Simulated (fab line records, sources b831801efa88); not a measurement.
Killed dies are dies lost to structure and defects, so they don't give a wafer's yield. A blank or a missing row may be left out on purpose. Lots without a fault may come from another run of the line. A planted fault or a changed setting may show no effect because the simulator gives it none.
fab line records | flow gf180mcu
record lots=5 wafers=15 last_day=34
route steps=602 shown VT_IMPLANT@91
lots that met no fault: from a run of the same line without faults
start_h: hours from the record's first day to the start of the lot's first wafer shown | wait_h: hours since the lot's step before | " the same as in the row above | L1.1+2: a row that stands for several wafers | - no value, or no start given | * or withheld: withheld | < > ~ a bound
route shown NAME@n: a module of which the file shows steps, and the number in the route of the first | usual: mean/standard deviation of fault-free wafers | same: alike in all rows | chamber/n: place in a boat | sites: the reading at each site | _std_site: their standard deviation | _edge_site: outer sites' mean less inner sites' | radius_mm: how far each site lies from the wafer's centre | mask NAME#n: copy n | behind: the tool/chamber that last shaped the wafer | hold: why the lot was held/for how many hours/how that ended | device: the transistor (n, p or np) that didn't switch | end of line: the same wafers' tests at the end of the route | a step without rows: its recipe alone | killed: dies lost to structure and defects at the first sort, not the wafer's yield | map: a wafer's dies, x killed, . not, _ none there
set.NAME: the setting as run; set.NAME@STEP: as run at that earlier step | model.NAME: the simulator's own value behind a step, which no gauge read
lots at some steps of the route; a table a step, a row a wafer
services: from which hour (start_h, from the record's first day; less than 0 if before it) a tool's chamber was out of use, for how many hours, and why
## steps
# step GF_VT_IMPLANT_HMDS_01
# recipe prime_time_s=60 prime_temp_c=120
# columns lot.wafer tool chamber start_h wait_h
L074.1+3+4 litho_track-04 0 102.06 0.1
L081.1+5+6 litho_track-03 0 149.36 0.1
L083.1+4+6 litho_track-01 0 163.72 0.1
L094.2+5+6 litho_track-01 0 222.95 0.1
L095.2+4+6 litho_track-04 0 227.88 0.1
# step GF_VT_IMPLANT_COAT_02
# recipe resist=NOVOLAK spin_rpm=3000 resist_thk_nm=1000
# columns lot.wafer tool chamber start_h wait_h
L074.1+3+4 litho_track-04 0 102.21 0.1
L081.1+5+6 litho_track-03 0 149.51 0.1
L083.1+4+6 litho_track-01 0 163.87 0.1
L094.2+5+6 litho_track-01 0 223.10 0.1
L095.2+4+6 litho_track-04 0 228.03 0.1
# step GF_VT_IMPLANT_SOFTBAKE_03
# recipe temp_c=90 time_s=60 resist=NOVOLAK
# usual plate_temp_C=90.03/0.14
# columns lot.wafer tool chamber start_h wait_h plate_temp_C
L074.1 litho_track-04 0 102.36 0.1 89.79
L074.3 " 0 " " 90.01
L074.4 " 0 " " 90.21
L081.1 litho_track-03 0 149.66 0.1 90.17
L081.5 " 0 " " 90.23
L081.6 " 0 " " 90.26
L083.1 litho_track-01 0 164.02 0.1 90.10
L083.4 " 0 " " 89.99
L083.6 " 0 " " 89.94
L094.2 litho_track-01 0 223.25 0.1 90.18
L094.5 " 0 " " 90.08
L094.6 " 0 " " 90.09
L095.2 litho_track-04 0 228.18 0.1 89.97
L095.4 " 0 " " 90.22
L095.6 " 0 " " 90.04
# step GF_VT_IMPLANT_EXPOSE_04
# recipe mask_id=LVPWELL_LV_AREA target_cd_nm=600 na=0.6 source_shape=conventional sigma_outer=0.6 dose_mj=140
# usual reticle_temp_C=23.00/0.1
# same na=0.6
# columns lot.wafer tool chamber start_h wait_h mask reticle_temp_C
L074.1 iline_stepper-01 0 - - LVPWELL_LV_AREA#0 23.00
L074.3 " 0 " " LVPWELL_LV_AREA#0 22.93
L074.4 " 0 " " LVPWELL_LV_AREA#0 23.03
L081.1 iline_stepper-02 0 - - LVPWELL_LV_AREA#0 23.08
L081.5 " 0 " " LVPWELL_LV_AREA#0 23.12
L081.6 " 0 " " LVPWELL_LV_AREA#0 23.06
L083.1 iline_stepper-02 0 - - LVPWELL_LV_AREA#0 22.96
L083.4 " 0 " " LVPWELL_LV_AREA#0 22.88
L083.6 " 0 " " LVPWELL_LV_AREA#0 22.90
L094.2 iline_stepper-02 0 - - LVPWELL_LV_AREA#0 23.12
L094.5 " 0 " " LVPWELL_LV_AREA#0 23.12
L094.6 " 0 " " LVPWELL_LV_AREA#0 23.17
L095.2 iline_stepper-01 0 - - LVPWELL_LV_AREA#0 22.80
L095.4 " 0 " " LVPWELL_LV_AREA#0 22.82
L095.6 " 0 " " LVPWELL_LV_AREA#0 22.86
# step GF_VT_IMPLANT_PEB_05
# recipe temp_c=withheld time_s=* resist=NOVOLAK
# columns lot.wafer tool chamber start_h wait_h
L074.1+3+4 litho_track-03 0 - -
L081.1+5+6 litho_track-01 0 - -
L083.1+4+6 litho_track-01 0 - -
L094.2+5+6 litho_track-04 0 - -
L095.2+4+6 litho_track-01 0 - -
# step GF_VT_IMPLANT_DEVELOP_06
# recipe develop_time_s=60 dev_temp_c=23
# columns lot.wafer tool chamber start_h wait_h
L074.1+3+4 litho_track-03 0 109.51 0.1
L081.1+5+6 litho_track-01 0 157.92 0.1
L083.1+4+6 litho_track-01 0 171.57 0.1
L094.2+5+6 litho_track-04 0 232.08 0.1
L095.2+4+6 litho_track-01 0 236.75 0.1
# step GF_VT_IMPLANT_OVL_MEAS_07
# usual VT_IMPLANT_OVL=-0.6/1.4
# columns lot.wafer tool chamber start_h wait_h VT_IMPLANT_OVL[nm]
L074.1 overlay-01 - 109.66 0.1 -1.6
L074.3 " - " " -0.5
L074.4 " - " " -0.9
L081.1 overlay-02 - 158.07 0.1 -1.0
L081.5 " - " " -2.6
L081.6 " - " " -1.5
L083.1 overlay-02 - 171.72 0.1 -0.3
L083.4 " - " " -1.4
L083.6 " - " " -2.0
L094.2 overlay-02 - 232.21 0.1 0.3
L094.5 " - " " -0.9
L094.6 " - " " -0.7
L095.2 overlay-02 - 236.88 0.1 -0.3
L095.4 " - " " -1.7
L095.6 " - " " -3.1
# step GF_VT_IMPLANT_IMPLANT_08
# recipe species=BF2 energy_kev=20 dose_cm2=8.29e+12 tilt_deg=7
# usual beam_energy_keV=19.998/0.0058 tilt_deg=6.995/0.021
# columns lot.wafer tool chamber start_h wait_h beam_energy_keV tilt_deg
L074.1 implanter-03 0 109.69 0.0 20.002 7.038
L074.3 " 0 " " 19.984 7.022
L074.4 " 0 " " 19.986 7.009
L081.1 implanter-04 0 158.11 0.0 19.994 7.024
L081.5 " 0 " " 19.993 7.028
L081.6 " 0 " " 19.994 7.026
L083.1 implanter-03 0 171.76 0.0 19.993 6.996
L083.4 " 0 " " 19.991 6.988
L083.6 " 0 " " 19.985 7.027
L094.2 implanter-03 0 232.27 0.0 19.999 6.988
L094.5 " 0 " " 19.994 7.029
L094.6 " 0 " " 20.010 6.974
L095.2 implanter-04 0 236.93 0.0 19.999 6.980
L095.4 " 0 " " 19.991 6.997
L095.6 " 0 " " 19.990 7.015
# step GF_VT_IMPLANT_STRIP_09
# recipe chemistry=O2/N2 power_w=1400 pressure_mtorr=1500 platen_temp_c=250 o2_flow_sccm=3000 n2_flow_sccm=300 overash_fraction=0.5
# usual drypump_motor_current_A=5.8/0.35 heater_power_w=309/34 oes_product_au=0.717/0.0039 strip_time_to_endpoint_s=12.61/0.031
# columns lot.wafer tool chamber start_h wait_h drypump_motor_current_A heater_power_w oes_product_au rf_hours_counter_h strip_time_to_endpoint_s
L074.1 plasma_asher-03 0 109.84 0.1 6.2 270 0.720 45 12.62
L074.3 " 0 " " 6.2 265 0.716 - 12.61
L074.4 " 1 " " 5.2 286 0.718 - 12.60
L081.1 plasma_asher-03 1 158.26 0.1 5.3 290 0.714 50 12.55
L081.5 " 1 " " 5.2 282 0.715 - 12.58
L081.6 " 0 " " 6.2 260 0.724 - 12.58
L083.1 plasma_asher-02 0 171.91 0.1 5.8 354 0.715 52 12.64
L083.4 " 0 " " 5.8 347 0.718 - 12.61
L083.6 " 1 " " 5.7 321 0.720 - 12.66
L094.2 plasma_asher-03 1 232.39 0.1 5.2 291 0.714 57 12.62
L094.5 " 1 " " 5.2 292 0.711 - 12.60
L094.6 " 0 " " 6.2 260 0.712 - 12.58
L095.2 plasma_asher-03 0 237.06 0.1 6.2 265 0.713 58 12.60
L095.4 " 0 " " 6.2 261 0.710 - 12.64
L095.6 " 1 " " 5.3 289 0.713 - 12.64
# step GF_VT_IMPLANT_TW_MEAS_10
# usual VT_IMPLANT_TW=559/4.3
# columns lot.wafer tool chamber start_h wait_h VT_IMPLANT_TW
L074.1 film_metro-01 - 109.94 0.1 564
L074.3 " - " " 561
L074.4 " - " " 562
L081.1 film_metro-02 - 158.36 0.1 551
L081.5 " - " " 552
L081.6 " - " " 555
L083.1 film_metro-01 - 172.01 0.1 565
L083.4 " - " " 561
L083.6 " - " " 564
L094.2 film_metro-02 - 232.50 0.1 552
L094.5 " - " " 552
L094.6 " - " " 552
L095.2 film_metro-02 - 237.17 0.1 555
L095.4 " - " " 555
L095.6 " - " " 555
# step GF_VT_IMPLANT_DEHYDRATE_11
# recipe temp_c=200 time_s=60
# usual plate_temp_C=200.03/0.16
# columns lot.wafer tool chamber start_h wait_h plate_temp_C
L074.1 litho_track-01 0 116.17 6.2 200.15
L074.3 " 0 " " 200.00
L074.4 " 0 " " 200.06
L081.1 litho_track-04 0 165.26 6.9 200.43
L081.5 " 0 " " 200.31
L081.6 " 0 " " 200.12
L083.1 litho_track-04 0 178.66 6.6 200.04
L083.4 " 0 " " 200.07
L083.6 " 0 " " 200.31
L094.2 litho_track-03 0 241.33 8.8 199.77
L094.5 " 0 " " 199.89
L094.6 " 0 " " 200.01
L095.2 litho_track-04 0 246.33 9.2 200.27
L095.4 " 0 " " 200.25
L095.6 " 0 " " 200.31
# step GF_VT_IMPLANT_HMDS_12
# recipe prime_time_s=60 prime_temp_c=120
# columns lot.wafer tool chamber start_h wait_h
L074.1+3+4 litho_track-01 0 116.32 0.1
L081.1+5+6 litho_track-04 0 165.41 0.1
L083.1+4+6 litho_track-04 0 178.81 0.1
L094.2+5+6 litho_track-03 0 241.48 0.1
L095.2+4+6 litho_track-04 0 246.48 0.1
# step GF_VT_IMPLANT_COAT_13
# recipe resist=NOVOLAK spin_rpm=3000 resist_thk_nm=1000
# columns lot.wafer tool chamber start_h wait_h
L074.1+3+4 litho_track-01 0 116.47 0.1
L081.1+5+6 litho_track-04 0 165.56 0.1
L083.1+4+6 litho_track-04 0 178.96 0.1
L094.2+5+6 litho_track-03 0 241.63 0.1
L095.2+4+6 litho_track-04 0 246.63 0.1
# step GF_VT_IMPLANT_SOFTBAKE_14
# recipe temp_c=90 time_s=60 resist=NOVOLAK
# usual plate_temp_C=89.96/0.11
# columns lot.wafer tool chamber start_h wait_h plate_temp_C
L074.1 litho_track-01 0 116.62 0.1 90.03
L074.3 " 0 " " 89.90
L074.4 " 0 " " 89.88
L081.1 litho_track-04 0 165.71 0.1 89.90
L081.5 " 0 " " 90.22
L081.6 " 0 " " 89.94
L083.1 litho_track-04 0 179.11 0.1 90.04
L083.4 " 0 " " 90.08
L083.6 " 0 " " 89.98
L094.2 litho_track-03 0 241.78 0.1 89.86
L094.5 " 0 " " 90.04
L094.6 " 0 " " 90.12
L095.2 litho_track-04 0 246.78 0.1 89.97
L095.4 " 0 " " 89.85
L095.6 " 0 " " 89.85
# step GF_VT_IMPLANT_EXPOSE_15
# recipe mask_id=Nwell_LV_AREA target_cd_nm=860 na=0.6 source_shape=conventional sigma_outer=0.6 dose_mj=140
# usual reticle_temp_C=23.01/0.13
# same na=0.6
# columns lot.wafer tool chamber start_h wait_h mask reticle_temp_C
L074.1 iline_stepper-01 0 - - Nwell_LV_AREA#0 22.87
L074.3 " 0 " " Nwell_LV_AREA#0 22.90
L074.4 " 0 " " Nwell_LV_AREA#0 23.13
L081.1 iline_stepper-02 0 - - Nwell_LV_AREA#0 22.87
L081.5 " 0 " " Nwell_LV_AREA#0 22.86
L081.6 " 0 " " Nwell_LV_AREA#0 23.02
L083.1 iline_stepper-02 0 - - Nwell_LV_AREA#0 22.92
L083.4 " 0 " " Nwell_LV_AREA#0 23.16
L083.6 " 0 " " Nwell_LV_AREA#0 22.82
L094.2 iline_stepper-01 0 - - Nwell_LV_AREA#0 23.16
L094.5 " 0 " " Nwell_LV_AREA#0 23.07
L094.6 " 0 " " Nwell_LV_AREA#0 22.95
L095.2 iline_stepper-01 0 - - Nwell_LV_AREA#0 22.58
L095.4 " 0 " " Nwell_LV_AREA#0 22.86
L095.6 " 0 " " Nwell_LV_AREA#0 22.85
# step GF_VT_IMPLANT_PEB_16
# recipe temp_c=withheld time_s=* resist=NOVOLAK
# columns lot.wafer tool chamber start_h wait_h
L074.1+3+4 litho_track-01 0 - -
L081.1+5+6 litho_track-03 0 - -
L083.1+4+6 litho_track-01 0 - -
L094.2+5+6 litho_track-04 0 - -
L095.2+4+6 litho_track-03 0 - -
# step GF_VT_IMPLANT_DEVELOP_17
# recipe develop_time_s=60 dev_temp_c=23
# columns lot.wafer tool chamber start_h wait_h
L074.1+3+4 litho_track-01 0 124.02 0.1
L081.1+5+6 litho_track-03 0 173.21 0.1
L083.1+4+6 litho_track-01 0 187.12 0.1
L094.2+5+6 litho_track-04 0 251.28 0.1
L095.2+4+6 litho_track-03 0 255.88 0.1
# step GF_VT_IMPLANT_OVL_MEAS_18
# usual VT_IMPLANT_01_OVL=0.2/1.3
# columns lot.wafer tool chamber start_h wait_h VT_IMPLANT_01_OVL[nm]
L074.1 overlay-01 - 124.17 0.1 1.5
L074.3 " - " " 0.9
L074.4 " - " " 0.5
L081.1 overlay-02 - 173.36 0.1 0.3
L081.5 " - " " 1.3
L081.6 " - " " -1.7
L083.1 overlay-02 - 187.27 0.1 -0.3
L083.4 " - " " -3.0
L083.6 " - " " -0.1
L094.2 overlay-02 - 251.41 0.1 -0.9
L094.5 " - " " -1.1
L094.6 " - " " -0.2
L095.2 overlay-01 - 256.01 0.1 1.4
L095.4 " - " " 1.2
L095.6 " - " " 1.4
# step GF_VT_IMPLANT_IMPLANT_19
# recipe species=As energy_kev=100 dose_cm2=4.35e+12 tilt_deg=7
# usual beam_energy_keV=100.00/0.033 tilt_deg=7.002/0.021
# columns lot.wafer tool chamber start_h wait_h beam_energy_keV tilt_deg
L074.1 implanter-02 0 124.21 0.0 100.01 6.989
L074.3 " 0 " " 99.98 6.987
L074.4 " 0 " " 99.95 6.986
L081.1 implanter-04 0 173.39 0.0 100.03 6.985
L081.5 " 0 " " 100.00 6.993
L081.6 " 0 " " 100.03 6.969
L083.1 implanter-03 0 187.31 0.0 99.99 7.032
L083.4 " 0 " " 100.02 7.015
L083.6 " 0 " " 100.03 7.030
L094.2 implanter-03 0 251.47 0.0 100.01 6.999
L094.5 " 0 " " 100.04 7.005
L094.6 " 0 " " 100.06 7.024
L095.2 implanter-02 0 256.07 0.0 100.03 7.028
L095.4 " 0 " " 100.05 6.974
L095.6 " 0 " " 100.04 7.001
# step GF_VT_IMPLANT_STRIP_20
# recipe chemistry=O2/N2 power_w=1400 pressure_mtorr=1500 platen_temp_c=250 o2_flow_sccm=3000 n2_flow_sccm=300 overash_fraction=0.5
# usual drypump_motor_current_A=5.79/0.29 heater_power_w=319/33 oes_product_au=0.716/0.0044 strip_time_to_endpoint_s=12.63/0.034
# columns lot.wafer tool chamber start_h wait_h drypump_motor_current_A heater_power_w oes_product_au rf_hours_counter_h strip_time_to_endpoint_s
L074.1 plasma_asher-03 0 124.36 0.1 6.22 268 0.717 47 12.65
L074.3 " 1 " " 5.24 297 0.716 - 12.69
L074.4 " 0 " " 6.22 267 0.714 - 12.62
L081.1 plasma_asher-02 0 173.54 0.1 5.81 366 0.718 52 12.63
L081.5 " 0 " " 5.81 351 0.721 - 12.64
L081.6 " 1 " " 5.72 327 0.716 - 12.64
L083.1 plasma_asher-02 0 187.46 0.1 5.81 353 0.719 54 12.65
L083.4 " 0 " " 5.82 356 0.715 - 12.61
L083.6 " 0 " " 5.82 356 0.708 - 12.66
L094.2 plasma_asher-03 1 251.59 0.1 5.26 284 0.721 59 12.59
L094.5 " 1 " " 5.27 283 0.716 - 12.64
L094.6 " 0 " " 6.23 270 0.723 - 12.60
L095.2 plasma_asher-03 0 256.19 0.1 6.21 261 0.712 60 12.59
L095.4 " 0 " " 6.23 270 0.716 - 12.63
L095.6 " 0 " " 6.21 265 0.714 - 12.63
# step GF_VT_IMPLANT_TW_MEAS_21
# usual VT_IMPLANT_2_TW=1207/7.8
# columns lot.wafer tool chamber start_h wait_h VT_IMPLANT_2_TW
L074.1 film_metro-03 - 124.46 0.1 1210
L074.3 " - " " 1203
L074.4 " - " " 1207
L081.1 film_metro-03 - 173.64 0.1 1212
L081.5 " - " " 1208
L081.6 " - " " 1210
L083.1 film_metro-01 - 187.56 0.1 1209
L083.4 " - " " 1213
L083.6 " - " " 1207
L094.2 film_metro-03 - 251.70 0.1 1210
L094.5 " - " " 1204
L094.6 " - " " 1208
L095.2 film_metro-03 - 256.30 0.1 1207
L095.4 " - " " 1208
L095.6 " - " " 1211
# step GF_VT_IMPLANT_DEHYDRATE_22
# recipe temp_c=200 time_s=60
# usual plate_temp_C=199.97/0.15
# columns lot.wafer tool chamber start_h wait_h plate_temp_C
L074.1 litho_track-03 0 131.56 7.1 200.11
L074.3 " 0 " " 200.02
L074.4 " 0 " " 199.93
L081.1 litho_track-03 0 180.61 7.0 199.93
L081.5 " 0 " " 200.16
L081.6 " 0 " " 199.95
L083.1 litho_track-01 0 194.52 7.0 199.96
L083.4 " 0 " " 200.02
L083.6 " 0 " " 200.02
L094.2 litho_track-04 0 260.68 9.0 200.01
L094.5 " 0 " " 200.23
L094.6 " 0 " " 200.00
L095.2 litho_track-04 0 265.88 9.6 199.96
L095.4 " 0 " " 200.08
L095.6 " 0 " " 200.23
# step GF_VT_IMPLANT_HMDS_23
# recipe prime_time_s=60 prime_temp_c=120
# columns lot.wafer tool chamber start_h wait_h
L074.1+3+4 litho_track-03 0 131.71 0.1
L081.1+5+6 litho_track-03 0 180.76 0.1
L083.1+4+6 litho_track-01 0 194.67 0.1
L094.2+5+6 litho_track-04 0 260.83 0.1
L095.2+4+6 litho_track-04 0 266.03 0.1
# step GF_VT_IMPLANT_COAT_24
# recipe resist=NOVOLAK spin_rpm=3000 resist_thk_nm=1000
# columns lot.wafer tool chamber start_h wait_h
L074.1+3+4 litho_track-03 0 131.86 0.1
L081.1+5+6 litho_track-03 0 180.91 0.1
L083.1+4+6 litho_track-01 0 194.82 0.1
L094.2+5+6 litho_track-04 0 260.98 0.1
L095.2+4+6 litho_track-04 0 266.18 0.1
# step GF_VT_IMPLANT_SOFTBAKE_25
# recipe temp_c=90 time_s=60 resist=NOVOLAK
# usual plate_temp_C=90.00/0.13
# columns lot.wafer tool chamber start_h wait_h plate_temp_C
L074.1 litho_track-03 0 132.01 0.1 90.07
L074.3 " 0 " " 89.90
L074.4 " 0 " " 90.16
L081.1 litho_track-03 0 181.06 0.1 89.93
L081.5 " 0 " " 89.98
L081.6 " 0 " " 89.76
L083.1 litho_track-01 0 194.97 0.1 89.95
L083.4 " 0 " " 89.93
L083.6 " 0 " " 89.76
L094.2 litho_track-04 0 261.13 0.1 89.99
L094.5 " 0 " " 89.92
L094.6 " 0 " " 89.97
L095.2 litho_track-04 0 266.33 0.1 89.96
L095.4 " 0 " " 89.92
L095.6 " 0 " " 89.80
# step GF_VT_IMPLANT_EXPOSE_26
# recipe mask_id=LVPWELL_HV_AREA target_cd_nm=860 na=0.6 source_shape=conventional sigma_outer=0.6 dose_mj=140
# usual reticle_temp_C=22.98/0.12
# same na=0.6
# columns lot.wafer tool chamber start_h wait_h mask reticle_temp_C
L074.1 iline_stepper-02 0 - - LVPWELL_HV_AREA#0 23.02
L074.3 " 0 " " LVPWELL_HV_AREA#0 23.04
L074.4 " 0 " " LVPWELL_HV_AREA#0 23.12
L081.1 iline_stepper-01 0 - - LVPWELL_HV_AREA#0 23.07
L081.5 " 0 " " LVPWELL_HV_AREA#0 22.93
L081.6 " 0 " " LVPWELL_HV_AREA#0 23.08
L083.1 iline_stepper-01 0 - - LVPWELL_HV_AREA#0 22.90
L083.4 " 0 " " LVPWELL_HV_AREA#0 22.92
L083.6 " 0 " " LVPWELL_HV_AREA#0 22.94
L094.2 iline_stepper-01 0 - - LVPWELL_HV_AREA#0 23.08
L094.5 " 0 " " LVPWELL_HV_AREA#0 22.98
L094.6 " 0 " " LVPWELL_HV_AREA#0 23.09
L095.2 iline_stepper-01 0 - - LVPWELL_HV_AREA#0 22.89
L095.4 " 0 " " LVPWELL_HV_AREA#0 22.91
L095.6 " 0 " " LVPWELL_HV_AREA#0 22.84
# step GF_VT_IMPLANT_PEB_27
# recipe temp_c=withheld time_s=* resist=NOVOLAK
# columns lot.wafer tool chamber start_h wait_h
L074.1+3+4 litho_track-01 0 - -
L081.1+5+6 litho_track-04 0 - -
L083.1+4+6 litho_track-04 0 - -
L094.2+5+6 litho_track-04 0 - -
L095.2+4+6 litho_track-04 0 - -
# step GF_VT_IMPLANT_DEVELOP_28
# recipe develop_time_s=60 dev_temp_c=23
# columns lot.wafer tool chamber start_h wait_h
L074.1+3+4 litho_track-01 0 139.77 0.1
L081.1+5+6 litho_track-04 0 189.11 0.1
L083.1+4+6 litho_track-04 0 204.01 0.1
L094.2+5+6 litho_track-04 0 270.98 0.1
L095.2+4+6 litho_track-04 0 275.38 0.1
# step GF_VT_IMPLANT_OVL_MEAS_29
# usual VT_IMPLANT_02_OVL=-1.4/1.3
# columns lot.wafer tool chamber start_h wait_h VT_IMPLANT_02_OVL[nm]
L074.1 overlay-02 - 139.92 0.1 -1.8
L074.3 " - " " -2.4
L074.4 " - " " -1.6
L081.1 overlay-01 - 189.26 0.1 -0.9
L081.5 " - " " 0.4
L081.6 " - " " -0.7
L083.1 overlay-01 - 204.16 0.1 0.3
L083.4 " - " " 0.2
L083.6 " - " " -1.9
L094.2 overlay-02 - 271.11 0.1 0.9
L094.5 " - " " -1.9
L094.6 " - " " -1.5
L095.2 overlay-02 - 275.51 0.1 -1.2
L095.4 " - " " -1.8
L095.6 " - " " -1.1
# step GF_VT_IMPLANT_IMPLANT_30
# recipe species=B energy_kev=25 dose_cm2=2.534e+12 tilt_deg=7
# usual beam_energy_keV=24.999/0.0074 tilt_deg=7.002/0.019
# columns lot.wafer tool chamber start_h wait_h beam_energy_keV tilt_deg
L074.1 implanter-02 0 139.96 0.0 24.995 6.979
L074.3 " 0 " " 25.003 6.966
L074.4 " 0 " " 25.001 6.980
L081.1 implanter-03 0 189.29 0.0 25.001 7.000
L081.5 " 0 " " 24.998 7.018
L081.6 " 0 " " 24.999 7.013
L083.1 implanter-04 0 204.19 0.0 25.009 6.997
L083.4 " 0 " " 25.008 7.002
L083.6 " 0 " " 24.999 7.002
L094.2 implanter-03 0 271.17 0.0 25.000 6.981
L094.5 " 0 " " 25.004 7.018
L094.6 " 0 " " 24.992 6.996
L095.2 implanter-02 0 275.57 0.0 25.007 6.989
L095.4 " 0 " " 25.007 6.964
L095.6 " 0 " " 25.000 7.017
# step GF_VT_IMPLANT_STRIP_31
# recipe chemistry=O2/N2 power_w=1400 pressure_mtorr=1500 platen_temp_c=250 o2_flow_sccm=3000 n2_flow_sccm=300 overash_fraction=0.5
# usual drypump_motor_current_A=5.82/0.28 heater_power_w=323/32 oes_product_au=0.716/0.0042 strip_time_to_endpoint_s=12.61/0.043
# columns lot.wafer tool chamber start_h wait_h drypump_motor_current_A heater_power_w oes_product_au rf_hours_counter_h strip_time_to_endpoint_s
L074.1 plasma_asher-02 0 140.11 0.1 5.81 355 0.712 49 12.59
L074.3 " 0 " " 5.80 343 0.719 - 12.58
L074.4 " 1 " " 5.72 334 0.720 - 12.61
L081.1 plasma_asher-04 0 189.44 0.1 5.97 332 0.713 7 12.55
L081.5 " 1 " " 5.87 341 0.713 - 12.51
L081.6 " 0 " " 5.98 343 0.715 - 12.57
L083.1 plasma_asher-03 1 204.34 0.1 5.24 286 0.711 54 12.61
L083.4 " 1 " " 5.23 289 0.714 - 12.66
L083.6 " 1 " " 5.23 288 0.724 - 12.62
L094.2 plasma_asher-02 0 271.29 0.1 5.80 345 0.712 61 12.54
L094.5 " 0 " " 5.79 357 0.715 - 12.57
L094.6 " 1 " " 5.70 320 0.716 - 12.55
L095.2 plasma_asher-04 0 275.69 0.1 5.95 338 0.720 17 12.59
L095.4 " 0 " " 5.95 343 0.708 - 12.55
L095.6 " 0 " " 5.97 334 0.714 - 12.59
# step GF_VT_IMPLANT_TW_MEAS_32
# usual VT_IMPLANT_3_TW=266.3/1.9
# columns lot.wafer tool chamber start_h wait_h VT_IMPLANT_3_TW
L074.1 film_metro-02 - 140.21 0.1 262.8
L074.3 " - " " 263.3
L074.4 " - " " 263.0
L081.1 film_metro-03 - 189.54 0.1 268.5
L081.5 " - " " 268.4
L081.6 " - " " 267.8
L083.1 film_metro-01 - 204.44 0.1 266.7
L083.4 " - " " 267.8
L083.6 " - " " 267.7
L094.2 film_metro-02 - 271.40 0.1 265.9
L094.5 " - " " 265.3
L094.6 " - " " 264.2
L095.2 film_metro-03 - 275.80 0.1 266.6
L095.4 " - " " 267.3
L095.6 " - " " 266.7
# step GF_VT_IMPLANT_DEHYDRATE_33
# recipe temp_c=200 time_s=60
# usual plate_temp_C=200.00/0.14
# columns lot.wafer tool chamber start_h wait_h plate_temp_C
L074.1 litho_track-01 0 147.07 6.9 199.99
L074.3 " 0 " " 199.99
L074.4 " 0 " " 200.03
L081.1 litho_track-03 0 196.06 6.5 199.91
L081.5 " 0 " " 200.10
L081.6 " 0 " " 200.01
L083.1 litho_track-04 0 212.26 7.8 199.91
L083.4 " 0 " " 199.99
L083.6 " 0 " " 200.08
L094.2 litho_track-04 0 280.43 9.0 199.86
L094.5 " 0 " " 200.17
L094.6 " 0 " " 200.01
L095.2 litho_track-04 0 285.68 9.9 199.92
L095.4 " 0 " " 199.88
L095.6 " 0 " " 199.75
# step GF_VT_IMPLANT_HMDS_34
# recipe prime_time_s=60 prime_temp_c=120
# columns lot.wafer tool chamber start_h wait_h
L074.1+3+4 litho_track-01 0 147.22 0.1
L081.1+5+6 litho_track-03 0 196.21 0.1
L083.1+4+6 litho_track-04 0 212.41 0.1
L094.2+5+6 litho_track-04 0 280.58 0.1
L095.2+4+6 litho_track-04 0 285.83 0.1
# step GF_VT_IMPLANT_COAT_35
# recipe resist=NOVOLAK spin_rpm=3000 resist_thk_nm=1000
# columns lot.wafer tool chamber start_h wait_h
L074.1+3+4 litho_track-01 0 147.37 0.1
L081.1+5+6 litho_track-03 0 196.36 0.1
L083.1+4+6 litho_track-04 0 212.56 0.1
L094.2+5+6 litho_track-04 0 280.73 0.1
L095.2+4+6 litho_track-04 0 285.98 0.1
# step GF_VT_IMPLANT_SOFTBAKE_36
# recipe temp_c=90 time_s=60 resist=NOVOLAK
# usual plate_temp_C=89.98/0.14
# columns lot.wafer tool chamber start_h wait_h plate_temp_C
L074.1 litho_track-01 0 147.52 0.1 89.91
L074.3 " 0 " " 89.90
L074.4 " 0 " " 89.75
L081.1 litho_track-03 0 196.51 0.1 90.07
L081.5 " 0 " " 90.21
L081.6 " 0 " " 90.26
L083.1 litho_track-04 0 212.71 0.1 89.81
L083.4 " 0 " " 90.05
L083.6 " 0 " " 89.85
L094.2 litho_track-04 0 280.88 0.1 90.04
L094.5 " 0 " " 90.01
L094.6 " 0 " " 89.85
L095.2 litho_track-04 0 286.13 0.1 90.16
L095.4 " 0 " " 90.22
L095.6 " 0 " " 90.05
# step GF_VT_IMPLANT_EXPOSE_37
# recipe mask_id=Nwell_HV_AREA target_cd_nm=860 na=0.6 source_shape=conventional sigma_outer=0.6 dose_mj=140
# usual reticle_temp_C=23.02/0.1
# same na=0.6
# columns lot.wafer tool chamber start_h wait_h mask reticle_temp_C
L074.1 iline_stepper-01 0 - - Nwell_HV_AREA#0 22.96
L074.3 " 0 " " Nwell_HV_AREA#0 23.02
L074.4 " 0 " " Nwell_HV_AREA#0 22.95
L081.1 iline_stepper-01 0 - - Nwell_HV_AREA#0 23.04
L081.5 " 0 " " Nwell_HV_AREA#0 23.02
L081.6 " 0 " " Nwell_HV_AREA#0 23.21
L083.1 iline_stepper-02 0 - - Nwell_HV_AREA#0 23.05
L083.4 " 0 " " Nwell_HV_AREA#0 23.17
L083.6 " 0 " " Nwell_HV_AREA#0 22.95
L094.2 iline_stepper-01 0 - - Nwell_HV_AREA#0 22.96
L094.5 " 0 " " Nwell_HV_AREA#0 23.11
L094.6 " 0 " " Nwell_HV_AREA#0 22.94
L095.2 iline_stepper-02 0 - - Nwell_HV_AREA#0 23.00
L095.4 " 0 " " Nwell_HV_AREA#0 23.09
L095.6 " 0 " " Nwell_HV_AREA#0 23.23
# step GF_VT_IMPLANT_PEB_38
# recipe temp_c=withheld time_s=* resist=NOVOLAK
# columns lot.wafer tool chamber start_h wait_h
L074.1+3+4 litho_track-01 0 - -
L081.1+5+6 litho_track-04 0 - -
L083.1+4+6 litho_track-03 0 - -
L094.2+5+6 litho_track-03 0 - -
L095.2+4+6 litho_track-01 0 - -
# step GF_VT_IMPLANT_DEVELOP_39
# recipe develop_time_s=60 dev_temp_c=23
# columns lot.wafer tool chamber start_h wait_h
L074.1+3+4 litho_track-01 0 155.02 0.1
L081.1+5+6 litho_track-04 0 205.56 0.1
L083.1+4+6 litho_track-03 0 220.61 0.1
L094.2+5+6 litho_track-03 0 290.78 0.1
L095.2+4+6 litho_track-01 0 295.84 0.1
## services
# columns tool chamber start_h hours kind
plasma_asher-04 - 108.75 9.0 pm
plasma_asher-04 0 108.75 9.0 vent_cycle
plasma_asher-04 1 108.75 9.0 vent_cycle
implanter-04 - 113.13 3.7 repair
implanter-04 - 127.62 6.6 repair
implanter-04 - 145.65 4.4 repair
plasma_asher-04 - 149.50 11.0 pm
litho_track-03 - 158.68 - consumable_replace:filter
iline_stepper-01 0 158.94 - calibration
plasma_asher-04 - 160.62 1.3 repair
iline_stepper-01 - 163.80 4.4 pm
plasma_asher-03 - 172.15 2.2 repair
implanter-03 - 172.40 3.8 repair
iline_stepper-01 - 174.56 2.1 pm
iline_stepper-02 0 176.53 - calibration
iline_stepper-01 - 176.64 - consumable_replace:lamp
plasma_asher-03 - 179.50 14.6 pm
plasma_asher-02 - 188.59 14.6 pm
implanter-04 - 194.51 3.5 pm
implanter-02 - 212.82 1.6 repair
implanter-02 - 236.28 3.2 repair
litho_track-04 - 253.17 - consumable_replace:filter
iline_stepper-01 - 254.07 1.7 pm
iline_stepper-02 - 270.53 1.7 pm
## key
fault none
